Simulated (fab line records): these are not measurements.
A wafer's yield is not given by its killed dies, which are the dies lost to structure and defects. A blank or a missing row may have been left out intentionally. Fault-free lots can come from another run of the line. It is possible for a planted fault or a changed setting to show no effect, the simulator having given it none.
Comparing a struck lot with a sound one | flow sky130 | 16 steps out of a route of 708
Sound: these wafers, L486.1, L486.3, L486.4. Wafers struck: L496.1, L496.2, L496.3. At the end, the cause is stated.
Per side, at each step with rows, come the tool, then ch with its chambers, and then its first start. Under that, the readings that differ: sound wafers | struck wafers | difference of the means | sigmas: that difference in standard deviations of wafers without a fault.
alike: readings with means less than 2 such deviations apart, plus words and numbers identical on both sides. not compared: withheld readings, readings lacking a value on some wafer, bounds such as >300 that could conceal the same value, and numbers that have no deviation in the record and whose values overlap.
The two part at a step that has a row with sigmas, a row that says differs or no value, or rows on one side only. When numbers do not overlap yet have no deviation, they are printed without sigmas and do not part them. A reading that every wafer of one side lacks parts them only if that side has two wafers or more.

first, 3 steps without rows for these wafers: SKY_SONOS_TUNNEL_EXPOSE_04 (exposes mask TUNM, target cd 410 nm); SKY_SONOS_TUNNEL_PEB_05; SKY_SONOS_TUNNEL_DEVELOP_06 (develop time 62.18 s).
SKY_SONOS_TUNNEL_CD_MEAS_07 targets a cd of 410 nm.
  struck on cd-sem-01, day 15 01:35; sound on cd-sem-02, day 11 18:56
  reading    | sound             | struck            | difference | sigmas
  cd-nm (nm) | 406.0 406.9 405.2 | 412.2 412.6 413.1 | +6.6       | +3
SKY_SONOS_TUNNEL_OVL_MEAS_08:
  struck on overlay-01, day 15 01:42; sound on overlay-02, day 11 19:03
  alike: SONOS_TUNNEL_OVL
then, 3 steps without rows for these wafers: SKY_SONOS_TUNNEL_IMPLANT_09; SKY_SONOS_TUNNEL_WET_ETCH_10 (etches SiO2 in dHF, target depth 14 nm, time 280 s); SKY_SONOS_TUNNEL_STRIP_11 (strips in SPM, time 600 s).
SKY_SONOS_TUNNEL_TW_MEAS_12:
  struck on film-metro-02, day 15 02:15; sound on film-metro-03, day 11 19:30
  reading         | sound             | struck            | difference | sigmas
  SONOS_TUNNEL_TW | 193.9 193.7 193.5 | 200.4 200.6 200.2 | +6.7       | +3
then, 2 steps without rows for these wafers: SKY_SONOS_TUNNEL_CLEAN_13 (cleans in dHF, time 20 s); SKY_SONOS_ONO_OXIDATION_00 (stabilise 600 s, purge 300 s, target thk 2.6 nm).
SKY_SONOS_ONO_THK_MEAS_01:
  struck on film-metro-03, day 15 03:41; sound on film-metro-04, day 11 22:32
  alike: SONOS_ONO_OXIDATION_THK
SKY_SONOS_ONO_CVD_02: deposits Si3N4 from DCS/NH3, target thk 10.5 nm, time 180 s.
  sound on lpcvd-02 ch 0, day 11 23:08; struck on lpcvd-02 ch 0, day 15 05:01
  reading                                     | sound             | struck            | difference | sigmas
  model.Si3N4_of_SONOS_ONO_CVD_02.thk-nm (nm) | 10.47 10.41 10.49 | 12.07 12.06 12.11 | +1.62      |
  alike: spike-tc-bottom-C
SKY_SONOS_ONO_THK_MEAS_03:
  struck on film-metro-03, day 15 06:04; sound on film-metro-03, day 12 00:11
  reading                   | sound             | struck            | difference | sigmas
  SONOS_ONO_CVD_02_THK (nm) | 10.44 10.40 10.50 | 12.07 12.07 12.05 | +1.62      | +10
then, 1 step without rows for these wafers: SKY_SONOS_ONO_CVD_04 (deposits SiO2 from SiH4/N2O, target thk 5.7199 nm).
-- record jumps: 33 days separate the struck wafers' starts on either side; left off in module SONOS_ONO, taken up again in module PAD_OPEN, whose first shown step is the route's number 708 --
SKY_PAD_OPEN_PROBE_99:
  struck on prober-02, day 48 11:10; sound on prober-02, day 46 06:50
  reading                                     | sound                | struck               | difference | sigmas
  model.etest.sonos-erased.drive-ua-um        | 174.4 176 189.3      | 154.6 146.1 152.4    | -28.9      |
  model.etest.sonos-uncharged.r-on-ohm-um     | 811.6 812 807.5      | 843.3 841.8 843.6    | +32.5      |
  model.etest.cap-ono.gate-log10-a-cm2        | -8.095 -8.328 -8.226 | -9.083 -8.96 -9.151  | -0.848     |
  model.etest.cap-ono.tox-acc-nm (nm)         | 13.01 13.16 13.1     | 13.75 13.71 13.84    | +0.68      |
  model.etest.sonos-programmed.off-log10-a-um | -13.93 -13.89 -13.8  | -13.48 -13.78 -12.6  | +0.59      |
  model.etest.sonos-programmed.vt-v (V)       | 1.405 1.333 1.35     | 0.958 1.02 0.8614    | -0.416     |
  model.etest.sonos-erased.vt-v (V)           | -2.23 -2.149 -2.219  | -1.833 -1.884 -1.819 | +0.354     |
  alike: killed_at_M0_to_M3, killed_at_M4_up, killed-at-contacts, killed-at-front-end, killed-at-other, killed-dies, killed-open, killed-short
  not compared: model.etest.cap-ono.gate-bv-v

WHERE THEY PART
Earliest at SKY_SONOS_TUNNEL_CD_MEAS_07; latest, in this record, at SKY_SONOS_ONO_THK_MEAS_03. Later steps at which nothing parts them and some readings are alike: SKY_PAD_OPEN_PROBE_99.

WHY: whatever the simulator had introduced
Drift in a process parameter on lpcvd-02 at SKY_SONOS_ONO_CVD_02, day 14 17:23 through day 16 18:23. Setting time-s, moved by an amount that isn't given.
